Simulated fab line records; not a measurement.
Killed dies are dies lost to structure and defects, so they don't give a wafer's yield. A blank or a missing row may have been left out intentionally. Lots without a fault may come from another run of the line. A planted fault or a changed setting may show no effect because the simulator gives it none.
Chamber matching | flow sky130 | rie_diel-01 running SKY_VIA2_ETCH_15: 4 sister chambers
The step etches SiO2 in C4F8/O2/Ar, stops on TiN, target depth 546 nm, time 84 s. 8 wafers are shown with their chamber, then 9 later ones without.

== WAFERS WITH THEIR CHAMBER ==
wafer  | chamber | oes_product_au (a.u.)
L086.1 | 3       | 0.942
L088.6 | 2       | 0.947
L090.1 | 0       | 0.935
L090.2 | 3       | 0.941
L090.3 | 2       | 0.941
L090.4 | 1       | 0.944
L090.5 | 0       | 0.945
L090.6 | 1       | 0.938

== WAFERS WHOSE CHAMBER IS MISSING ==
wafer  | oes_product_au (a.u.)
L093.1 | 0.939
L093.2 | 0.933
L093.3 | 0.943
L094.2 | 0.938
L094.3 | 0.943
L094.4 | 0.946
L096.2 | 0.938
L096.3 | 0.940
L096.5 | 0.939

== WHICH CHAMBER EACH WENT THROUGH ==
wafer  | from the rows above               | in truth
L093.1 | can't be placed: 0 or 1 or 3 or 2 | 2
L093.2 | can't be placed: 0 or 1 or 3 or 2 | 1
L093.3 | can't be placed: 2 or 3 or 1 or 0 | 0
L094.2 | can't be placed: 0 or 1 or 3 or 2 | 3
L094.3 | can't be placed: 2 or 3 or 1 or 0 | 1
L094.4 | can't be placed: 2 or 3 or 1 or 0 | 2
L096.2 | can't be placed: 0 or 1 or 3 or 2 | 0
L096.3 | can't be placed: 0 or 1 or 3 or 2 | 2
L096.5 | can't be placed: 0 or 1 or 3 or 2 | 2
Correct placement for 0 of the 9. Can't be placed from these rows: 9 (the true chamber is among the candidates in 9). 0 placed wrongly.
How it was worked out, from the rows above alone: a wafer's distance from a chamber is the root of the sum, over the readings, of the square of ((its reading less the chamber's mean) divided by the reading's scatter). The wafer belongs to the nearest chamber; if the next one is less than 2 further off, it can't be placed. For every chamber, the mean is computed from those of its wafers that are shown. How the scatter is found: for the shown wafers, subtract from each reading the mean of its chamber, square and add these, divide the total by (wafers less chambers), then take the root.
